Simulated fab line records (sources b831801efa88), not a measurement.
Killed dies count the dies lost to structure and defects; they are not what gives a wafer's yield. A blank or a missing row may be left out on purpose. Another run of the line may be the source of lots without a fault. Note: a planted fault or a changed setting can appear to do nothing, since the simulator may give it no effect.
2 desks looking at one fault | flow sky130 | every desk sees just its own numbers, and what lay behind them comes last

## AT THE METROLOGY DESK
What the gauges read for every lot (on any tool): the sampled wafers with a number, averaged. A lot is out of limits, marked OUT, if its mean lies more than 4 standard deviations from the usual mean; the brackets give that distance.
Columns: A = PWDE_TW at SKY_PWDE_TW_MEAS_10, usual 377.0; B = PWDE_RS at SKY_NWELL_RS_MEAS_31, usual 5282 ohm/sq; C = METAL2_OVL at SKY_METAL2_OVL_MEAS_16, usual 5 nm
lot  | first seen here | A                | B               | C
L827 | day 3 22:56     | 376.7            | 5279            | 4
L828 | day 4 07:10     | 380.6            | 5267            | 15
L829 | day 4 09:13     | 378.9            | 5318            | 8
L830 | day 4 14:25     | 376.7            | 5285            | 6
L833 | day 5 10:22     | 378.5            | 5298            | -4
L835 | day 5 18:38     | 379.2            | 5272            | 8
L840 | day 6 19:03     | 377.9            | 5257            | 2
L841 | day 7 08:25     | 368.0 (-4.3) OUT | 5367 (+4.2) OUT | -5
L842 | day 7 12:49     | 369.0            | 5405 (+6.2) OUT | 8
L847 | day 8 16:16     | 375.6            | 5267            | 6
L848 | day 8 19:05     | 376.0            | 5269            | 4
L850 | day 9 11:04     | 379.4            | 5284            | 11
This desk's result: L841, L842 out of limits, first on L841 (PWDE_TW at SKY_PWDE_TW_MEAS_10), day 7 08:25. In limits: L827, L828, L829, L830, L833, L835, L840, L847, L848, L850.

## FOR THE TOOL OWNER'S DESK: implanter-02
The tool's own readings at SKY_PWDE_IMPLANT_08: means of the sampled wafers that have a number, for each lot that ran on this tool. A lot is out of limits, marked OUT, if its mean lies more than 4 standard deviations from the usual mean; the brackets give that distance.
Columns: A = beam_energy_keV at SKY_PWDE_IMPLANT_08, usual 149.99
lot  | first seen here | A
L828 | day 4 06:55     | 149.98
L829 | day 4 08:58     | 149.98
L830 | day 4 14:10     | 150.00
L835 | day 5 18:25     | 150.01
L840 | day 6 18:48     | 150.06
L841 | day 7 08:10     | 116.16 (-99 or more) OUT
L842 | day 7 12:34     | 116.12 (-99 or more) OUT
This desk's finding: out of limits on L841, L842; first on L841, day 7 08:10 (beam_energy_keV at SKY_PWDE_IMPLANT_08). In limits: L828, L829, L830, L835, L840.

## TAKEN TOGETHER
An alarm could have come from the tool owner's desk at day 7 08:10, on L841, L842.
The metrology desk could have raised an alarm at day 7 08:25, on L841, L842.
On implanter-02, each named lot ran SKY_PWDE_IMPLANT_08.

## WHAT THE SIMULATOR HAD INSERTED
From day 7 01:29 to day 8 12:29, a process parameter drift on implanter-02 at SKY_PWDE_IMPLANT_08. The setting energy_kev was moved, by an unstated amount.
Shown lots that were struck: L841, L842.
Fault start to first reading out of limits, in hours, per desk: tool owner, 7; metrology, 7.
